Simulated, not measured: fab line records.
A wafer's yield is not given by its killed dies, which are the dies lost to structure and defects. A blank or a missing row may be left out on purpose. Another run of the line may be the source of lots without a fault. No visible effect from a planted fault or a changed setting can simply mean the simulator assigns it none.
The tool behind it: which one? || flow gf180mcu || at 1 step of a route of 602, 7 lots with 21 wafers sampled

## WHAT THE GAUGES SHOWED, per wafer
GF_V5_THK_MEAS_25: measures by xrf.
{"lot": "L245", "measured": "day 27 21:09", "on": "film metro-01", "V5_W_THK (nm)": "352 352 358"}
{"lot": "L248", "measured": "day 29 01:46", "on": "film metro-02", "V5_W_THK (nm)": "367 361 357"}
{"lot": "L250", "measured": "day 29 16:01", "on": "film metro-02", "V5_W_THK (nm)": "363 364 363"}
{"lot": "L256", "measured": "day 31 07:47", "on": "film metro-03", "V5_W_THK (nm)": "353 351 346"}
{"lot": "L258", "measured": "day 31 17:07", "on": "film metro-01", "V5_W_THK (nm)": "351 355 359"}
{"lot": "L262", "measured": "day 32 19:56", "on": "film metro-03", "V5_W_THK (nm)": "346 347 338"}
{"lot": "L265", "measured": "day 33 12:24", "on": "film metro-03", "V5_W_THK (nm)": "355 359 356"}

## EACH LOT AND THE TOOL THAT RAN IT (in order: tool; ch and the chambers of the sampled wafers; start)
No process step before these readings appears in the record.

## THE ANSWER, worked out from the rows above alone
Rule: what is usual is taken from the lots themselves. Put in order of their means at a reading, lots are off if they are a third of the lots or fewer, leave a main group of 4 or more, and stand apart from it by a gap of 3 or more times the standard deviation of the main group's means; of several such gaps the widest counts. The tables above print the reading to a certain number of digits; a main group whose means all agree to those digits is not used. Also off: a lot with no number at a reading for which 4 or more lots have one. Where the step has rows for the other lots, those lots are counted as sound.
No lot is off on any of the readings shown, so nothing can be concluded from this.

## WHAT THE SIMULATOR PUT IN
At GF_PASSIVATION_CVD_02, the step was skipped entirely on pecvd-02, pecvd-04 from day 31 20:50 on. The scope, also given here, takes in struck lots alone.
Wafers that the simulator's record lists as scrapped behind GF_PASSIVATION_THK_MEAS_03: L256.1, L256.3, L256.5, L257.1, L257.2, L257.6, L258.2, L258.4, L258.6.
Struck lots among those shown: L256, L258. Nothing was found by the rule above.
